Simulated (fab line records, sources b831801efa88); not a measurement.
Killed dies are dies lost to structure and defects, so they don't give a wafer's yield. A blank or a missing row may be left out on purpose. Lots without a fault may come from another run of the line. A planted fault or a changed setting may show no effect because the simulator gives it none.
Which tool did it? | flow gf180mcu | 7 lots, 21 wafers sampled, at 2 steps of a route of 602

WHAT THE GAUGES READ, wafer by wafer
GF_NWELL_TW_MEAS_11.
lot  | measured    | on            | NWELL_TW
L718 | day 3 15:56 | film_metro-03 | 1563 1567 1570
L720 | day 4 02:38 | film_metro-02 | 1572 1574 1570
L724 | day 4 21:18 | film_metro-02 | 1564 1566 1572
L727 | day 5 14:38 | film_metro-01 | 1592 1589 1594
L729 | day 6 02:20 | film_metro-02 | 1547 1567 1562
L734 | day 7 04:34 | film_metro-03 | 1495 1486 1492 1492 1494 1489
L740 | day 8 12:43 | film_metro-03 | 1562 1567 1556

WHICH TOOL RAN EACH LOT (tool, then ch and the chambers of the sampled wafers, then the start)
lot  | GF_NWELL_IMPLANT_09
L718 | implanter-02 ch 0, day 3 15:44
L720 | implanter-03 ch 0, day 4 02:23
L724 | implanter-04 ch 0, day 4 21:04
L727 | implanter-03 ch 0, day 5 14:24
L729 | implanter-03 ch 0, day 6 02:06
L734 | implanter-03, day 7 04:19
L740 | implanter-02 ch 0, day 8 12:28
- GF_NWELL_IMPLANT_09

THE ANSWER, worked out from the rows above alone
Rule: what is usual is taken from the lots themselves. Put in order of their means at a reading, lots are off if they are a third of the lots or fewer, leave a main group of 4 or more, and stand apart from it by a gap of 3 or more times the standard deviation of the main group's means; of several such gaps the widest counts. A main group whose means are all the same, to the digits that the tables above print for the reading, isn't used. A lot without any number at a reading at which 4 lots or more have one is off too. The other lots that the step has rows for count as sound.
Off: L734, at GF_NWELL_TW_MEAS_11 (NWELL_TW). The main group: mean 1570, standard deviation 11.
A tool fits if, at a process step before that reading, it ran every lot that is off, and no sound lot after the first of them. The gauges at GF_NWELL_TW_MEAS_11 are tried like those tools. One fits: implanter-03 at GF_NWELL_IMPLANT_09. Its last sound lot is L729 (day 6 02:06), its first lot that is off L734 (day 7 04:19): a fault that began between those two fits.

WHAT THE SIMULATOR HAD PUT IN
Skipped step whole: implanter-03, from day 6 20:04 on, at GF_NWELL_IMPLANT_09. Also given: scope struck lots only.
Lots struck among those shown: L734. The rule above found the same.
